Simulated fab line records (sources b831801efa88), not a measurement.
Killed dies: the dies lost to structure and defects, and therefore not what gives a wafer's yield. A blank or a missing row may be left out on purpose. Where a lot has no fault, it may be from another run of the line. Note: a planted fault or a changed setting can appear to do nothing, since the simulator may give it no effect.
Which tool is to blame?	flow sky130	Sampling: 13 lots, 39 wafers, 4 of 708 route steps

WHAT THE GAUGES SHOWED, per wafer
SKY_SONOS_ONO_THK_MEAS_03.
lot	measured	on	SONOS_ONO_CVD_02_THK (nm)
L284	day 11 19:43	film metro-03	10.49 10.45 10.46
L285	day 12 03:24	film metro-03	10.31 10.22 10.34
L288	day 13 07:21	film metro-01	10.37 10.33 10.41
L289	day 13 09:01	film metro-03	10.53 10.64 10.56
L291	day 14 05:25	film metro-01	10.58 10.52 10.54
L293	day 14 21:26	film metro-03	10.45 10.44 10.47
L294	day 15 01:25	film metro-01	10.43 10.38 10.38
L295	day 15 05:34	film metro-01	10.47 10.57 10.66
L296	day 15 13:32	film metro-01	10.49 10.35 10.34
L302	day 17 19:31	film metro-01	10.44 10.45 10.39
L303	day 18 02:11	film metro-03	10.44 10.44 10.24
L304	day 18 08:48	film metro-03	10.24 10.42 10.37
L305	day 18 09:50	film metro-03	10.52 10.61 10.66

SKY_POLY_GATE_CD_MEAS_13: target cd 150 nm.
lot	measured	on	cd nm (nm)
L284	day 16 12:20	cd sem-01	150.1 148.4 149.6
L285	day 17 00:35	cd sem-02	148.6 149.2 149.8
L288	day 18 07:19	cd sem-01	149.8 147.7 147.8
L289	day 18 10:19	cd sem-02	150.3 148.9 149.2
L291	day 19 10:20	cd sem-02	151.5 151.6 150.8
L293	day 20 02:55	cd sem-01	149.4 149.7 150.2
L294	day 20 09:53	cd sem-02	149.0 148.8 147.6
L295	day 20 14:46	cd sem-02	150.9 152.0 151.3
L296	day 20 23:22	cd sem-01	153.1 152.6 151.5
L302	day 23 08:25	cd sem-01	151.2 150.8 150.1
L303	day 23 13:46	cd sem-02	152.7 152.3 153.1
L304	day 23 18:08	cd sem-02	150.2 150.1 148.7
L305	day 23 20:10	cd sem-01	147.5 147.1 147.0

EACH LOT AND THE TOOL THAT RAN IT (in order: tool; ch and the chambers of the sampled wafers; start)
lot	SKY_SONOS_ONO_STRIP_17	SKY_RES_PROTECT_SOFTBAKE_03
L284	plasma asher-04 ch 0,1, day 12 20:33	litho track-02 ch 0, day 14 17:05
L285	plasma asher-02 ch 0,1, day 13 04:40	litho track-03 ch 0, day 15 02:37
L288	plasma asher-03 ch 0,1, day 14 11:02	litho track-01 ch 0, day 16 08:45
L289	plasma asher-02 ch 0,1, day 14 13:02	litho track-03 ch 0, day 16 12:11
L291	plasma asher-04 ch 0,1, day 15 09:32	litho track-01 ch 0, day 17 09:21
L293	plasma asher-02 ch 0,1, day 16 02:31	litho track-02 ch 0, day 18 03:10
L294	plasma asher-02 ch 0,1, day 16 06:02	litho track-02 ch 0, day 18 09:47
L295	plasma asher-03 ch 0,1, day 16 10:45	litho track-03 ch 0, day 18 14:44
L296	plasma asher-02 ch 0,1, day 16 18:55	litho track-03 ch 0, day 18 22:14
L302	plasma asher-02 ch 0,1, day 19 03:08	litho track-03 ch 0, day 21 07:20
L303	plasma asher-02 ch 0,1, day 19 09:53	litho track-03 ch 0, day 21 13:47
L304	plasma asher-02 ch 0,1, day 19 16:23	litho track-03 ch 0, day 21 19:30
L305	plasma asher-04 ch 1, day 19 18:23	litho track-01 ch 0, day 21 21:09
- SKY_SONOS_ONO_STRIP_17: strips in O2/N2.
- SKY_RES_PROTECT_SOFTBAKE_03: time 60 s.

WHAT THE TOOLS THEMSELVES READ (means of the sampled wafers that have a number; where no wafer has one, the mark that the record gives instead)
SKY_SONOS_ONO_STRIP_17.
lot	tool	drypump motor current A (A)	oes product au (a.u.)	strip time to endpoint s (s)
L284	plasma asher-04	6.5	0.713	14.14
L285	plasma asher-02	5.2	0.707	14.13
L288	plasma asher-03	6.1	0.709	14.13
L289	plasma asher-02	5.4	0.710	14.16
L291	plasma asher-04	6.5	0.711	14.13
L293	plasma asher-02	5.4	0.710	14.11
L294	plasma asher-02	5.4	0.709	14.06
L295	plasma asher-03	6.1	0.706	14.14
L296	plasma asher-02	5.4	0.708	14.06
L302	plasma asher-02	5.2	0.709	14.15
L303	plasma asher-02	5.4	0.704	14.14
L304	plasma asher-02	5.2	0.712	14.07
L305	plasma asher-04	6.6	0.710	14.10

SKY_RES_PROTECT_SOFTBAKE_03.
lot	tool	heater power total W (W)	run length s (s)
L284	litho track-02	56.64	88.87
L285	litho track-03	56.61	89.02
L288	litho track-01	56.58	89.01
L289	litho track-03	56.61	88.94
L291	litho track-01	56.55	89.12
L293	litho track-02	56.60	88.85
L294	litho track-02	56.61	88.83
L295	litho track-03	56.57	88.95
L296	litho track-03	56.64	89.02
L302	litho track-03	67.38	63.99
L303	litho track-03	67.41	63.91
L304	litho track-03	67.37	64.06
L305	litho track-01	56.59	89.05

THE ANSWER, worked out from the rows above alone
Rule: usual is defined by the lots themselves. Put in order of their means at a reading, lots are off if they are a third of the lots or fewer, leave a main group of 4 or more, and stand apart from it by a gap of 3 or more times the standard deviation of the main group's means; of several such gaps the widest counts. If all means in a main group match to the digits the tables above print for the reading, that group is not used. Also off: a lot with no number at a reading for which 4 or more lots have one. Any other lot the step has rows for is counted as sound. Order of review: gauges by route order, followed by the tools' own readings, for which a lot's mean as printed above is used. At the first step where some lot is off, the reading lying furthest off is the one used; lots without a number count as furthest.
Off: L302, L303, L304 (SKY_RES_PROTECT_SOFTBAKE_03, heater power total W). Mean 56.60 W and standard deviation 0.027 in the main group.
A tool fits if, at that step or a process step before it, it ran every lot that is off, and no sound lot after the first of them. 2 tools fit, plasma asher-02 at SKY_SONOS_ONO_STRIP_17 and litho track-03 at SKY_RES_PROTECT_SOFTBAKE_03, so this cannot tell which one it is.

WHAT THE SIMULATOR HAD PUT IN
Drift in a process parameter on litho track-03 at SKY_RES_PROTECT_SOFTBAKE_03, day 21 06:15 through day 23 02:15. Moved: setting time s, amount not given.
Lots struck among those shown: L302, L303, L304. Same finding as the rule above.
